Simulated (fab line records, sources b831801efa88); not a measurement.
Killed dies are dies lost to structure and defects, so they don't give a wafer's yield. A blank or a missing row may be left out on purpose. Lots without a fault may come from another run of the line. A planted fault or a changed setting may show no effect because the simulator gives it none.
Which tool did it? | flow gf180mcu | 13 lots, 39 wafers sampled, at 5 steps of a route of 602

WHAT THE GAUGES READ, wafer by wafer
GF_NSD_CD_MEAS_07: target cd 400 nm.
lot  | measured     | on        | cd_nm (nm)
L542 | day 13 07:22 | cd_sem-02 | 395.9 397.0 399.3
L543 | day 13 18:07 | cd_sem-01 | 398.9 397.7 398.2
L544 | day 13 18:38 | cd_sem-02 | 396.8 398.6 396.2
L546 | day 14 23:16 | cd_sem-02 | 398.0 399.3 400.1
L553 | day 17 03:38 | cd_sem-02 | 407.7 407.6 410.2
L555 | day 17 16:25 | cd_sem-01 | 408.4 410.6 409.5 408.6 410.0 409.4
L559 | day 19 08:45 | cd_sem-01 | 400.4 401.2 401.4
L558 | day 19 07:52 | cd_sem-02 | 398.8 401.3 401.2
L561 | day 20 03:49 | cd_sem-01 | 401.8 399.4 402.5
L562 | day 20 11:39 | cd_sem-01 | 400.6 399.2 400.9
L563 | day 20 14:49 | cd_sem-01 | 400.1 400.6 401.4
L564 | day 20 21:58 | cd_sem-01 | 396.6 397.2 397.8
L565 | day 21 07:44 | cd_sem-01 | 398.6 398.1 399.5

GF_NSD_TW_MEAS_12.
lot  | measured     | on            | NSD_TW
L542 | day 13 07:56 | film_metro-03 | 4282 4284 4293
L543 | day 13 18:39 | film_metro-01 | 4238 4242 4236
L544 | day 13 19:11 | film_metro-03 | 4307 4315 4280
L546 | day 14 23:50 | film_metro-03 | 4300 4280 4259
L553 | day 17 04:11 | film_metro-04 | 4295 4308 4314
L555 | day 17 23:11 | film_metro-03 | 4312 4284 4304
L559 | day 19 09:19 | film_metro-04 | 4277 4290 4293
L558 | day 19 08:25 | film_metro-04 | 4269 4275 4271
L561 | day 20 04:23 | film_metro-01 | 4211 4165 4166
L562 | day 20 12:13 | film_metro-04 | 4276 4310 4299
L563 | day 20 15:28 | film_metro-04 | 4297 4292 4271
L564 | day 20 22:32 | film_metro-01 | 4173 4212 4205
L565 | day 21 08:17 | film_metro-01 | 4199 4222 4205

WHICH TOOL RAN EACH LOT (tool, then ch and the chambers of the sampled wafers, then the start)
lot  | GF_HV_LDD_STRIP_37                   | GF_HV_LDD_STRIP_49                   | GF_NSD_DEVELOP_06
L542 | plasma_asher-03 ch 0,1, day 11 14:00 | plasma_asher-01 ch 0,1, day 12 09:10 | litho_track-01 ch 0, day 13 07:13
L543 | plasma_asher-01 ch 0,1, day 11 22:13 | plasma_asher-03 ch 0,1, day 12 17:58 | litho_track-01 ch 0, day 13 17:58
L544 | plasma_asher-03 ch 0, day 12 00:04   | plasma_asher-02 ch 0,1, day 12 19:01 | litho_track-04 ch 0, day 13 18:30
L546 | plasma_asher-01 ch 0,1, day 13 02:44 | plasma_asher-01 ch 0,1, day 13 23:08 | litho_track-04 ch 0, day 14 23:07
L553 | plasma_asher-01 ch 0,1, day 15 04:20 | plasma_asher-01 ch 0,1, day 16 01:52 | litho_track-04 ch 0, day 17 03:29
L555 | plasma_asher-01 ch 0,1, day 15 16:17 | plasma_asher-03 ch 0,1, day 16 15:05 | litho_track-04 ch 0, day 17 16:16
L559 | plasma_asher-02 ch 0,1, day 17 04:07 | plasma_asher-02 ch 0,1, day 18 03:07 | litho_track-03 ch 0, day 19 08:36
L558 | plasma_asher-01 ch 0, day 17 04:46   | plasma_asher-01 ch 0,1, day 18 03:39 | litho_track-03 ch 0, day 19 07:44
L561 | plasma_asher-01 ch 0,1, day 18 00:28 | plasma_asher-03 ch 0,1, day 18 23:57 | litho_track-01 ch 0, day 20 03:40
L562 | plasma_asher-03 ch 0, day 18 08:23   | plasma_asher-01 ch 1, day 19 08:43   | litho_track-03 ch 0, day 20 11:30
L563 | plasma_asher-01 ch 0, day 18 11:43   | plasma_asher-03 ch 0,1, day 19 11:38 | litho_track-01 ch 0, day 20 14:40
L564 | plasma_asher-03 ch 0,1, day 18 16:50 | plasma_asher-03 ch 0,1, day 19 17:57 | litho_track-01 ch 0, day 20 21:49
L565 | plasma_asher-03 ch 0,1, day 19 04:35 | plasma_asher-02 ch 1, day 20 05:02   | litho_track-04 ch 0, day 21 07:35
- GF_HV_LDD_STRIP_37: strips in O2/N2.
- GF_HV_LDD_STRIP_49: strips in O2/N2.
- GF_NSD_DEVELOP_06: develop time 60 s.

WHAT THE TOOLS THEMSELVES READ (means of the sampled wafers that have a number; where no wafer has one, the mark that the record gives instead)
GF_HV_LDD_STRIP_37.
lot  | tool            | drypump_motor_current_A (A) | heater_power_w (W) | oes_product_au (a.u.) | strip_time_to_endpoint_s (s)
L542 | plasma_asher-03 | 6.0                         | 289                | 0.715                 | 12.67
L543 | plasma_asher-01 | 5.8                         | 329                | 0.717                 | 12.62
L544 | plasma_asher-03 | 5.9                         | 307                | 0.717                 | 12.62
L546 | plasma_asher-01 | 5.8                         | 330                | 0.712                 | 12.68
L553 | plasma_asher-01 | 5.8                         | 328                | 0.718                 | 12.68
L555 | plasma_asher-01 | 6.0                         | 330                | 0.714                 | 12.62
L559 | plasma_asher-02 | 5.8                         | 297                | 0.718                 | 12.68
L558 | plasma_asher-01 | 5.5                         | 328                | 0.717                 | 12.65
L561 | plasma_asher-01 | 5.8                         | 330                | 0.715                 | 12.63
L562 | plasma_asher-03 | 6.0                         | 313                | 0.715                 | 12.65
L563 | plasma_asher-01 | 5.5                         | 328                | 0.713                 | 12.60
L564 | plasma_asher-03 | 6.0                         | 300                | 0.716                 | 12.63
L565 | plasma_asher-03 | 6.0                         | 301                | 0.716                 | 12.65

GF_HV_LDD_STRIP_49.
lot  | tool            | drypump_motor_current_A (A) | heater_power_w (W) | oes_product_au (a.u.) | strip_time_to_endpoint_s (s)
L542 | plasma_asher-01 | 5.78                        | 332                | 0.718                 | 12.68
L543 | plasma_asher-03 | 6.00                        | 302                | 0.712                 | 12.62
L544 | plasma_asher-02 | 5.90                        | 284                | 0.713                 | 12.59
L546 | plasma_asher-01 | 6.07                        | 336                | 0.720                 | 12.68
L553 | plasma_asher-01 | 6.07                        | 338                | 0.716                 | 12.65
L555 | plasma_asher-03 | 5.97                        | 302                | 0.719                 | 12.63
L559 | plasma_asher-02 | 5.72                        | 306                | 0.716                 | 12.63
L558 | plasma_asher-01 | 5.79                        | 327                | 0.714                 | 12.56
L561 | plasma_asher-03 | 5.97                        | 298                | 0.719                 | 12.57
L562 | plasma_asher-01 | 6.32                        | 333                | 0.712                 | 12.66
L563 | plasma_asher-03 | 5.98                        | 299                | 0.722                 | 12.64
L564 | plasma_asher-03 | 5.97                        | 297                | 0.721                 | 12.70
L565 | plasma_asher-02 | 5.56                        | 297                | 0.716                 | 12.68

GF_NSD_DEVELOP_06.
lot  | tool           | chill_plate_temp_C (C)
L542 | litho_track-01 | 23.09
L543 | litho_track-01 | 23.05
L544 | litho_track-04 | 22.94
L546 | litho_track-04 | 22.96
L553 | litho_track-04 | 22.92
L555 | litho_track-04 | 22.93
L559 | litho_track-03 | 22.95
L558 | litho_track-03 | 22.93
L561 | litho_track-01 | 23.03
L562 | litho_track-03 | 23.00
L563 | litho_track-01 | 22.94
L564 | litho_track-01 | 23.01
L565 | litho_track-04 | 23.02

THE ANSWER, worked out from the rows above alone
Rule: what is usual is taken from the lots themselves. Put in order of their means at a reading, lots are off if they are a third of the lots or fewer, leave a main group of 4 or more, and stand apart from it by a gap of 3 or more times the standard deviation of the main group's means; of several such gaps the widest counts. A main group whose means are all the same, to the digits that the tables above print for the reading, isn't used. A lot without any number at a reading at which 4 lots or more have one is off too. The other lots that the step has rows for count as sound. The gauges are gone through in route order, then the tools' own readings, and for those a lot's mean is taken as printed above. The first step at which some lot is off is used, and at that step the reading that is off furthest; a lot without a number counts as furthest.
Off: L553, L555, at GF_NSD_CD_MEAS_07 (cd_nm). The main group: mean 399.2 nm, standard deviation 1.5.
A tool fits if, at a process step before that reading, it ran every lot that is off, and no sound lot after the first of them. The gauges at GF_NSD_CD_MEAS_07 are tried like those tools. None of those tried fits.

WHAT THE SIMULATOR HAD PUT IN
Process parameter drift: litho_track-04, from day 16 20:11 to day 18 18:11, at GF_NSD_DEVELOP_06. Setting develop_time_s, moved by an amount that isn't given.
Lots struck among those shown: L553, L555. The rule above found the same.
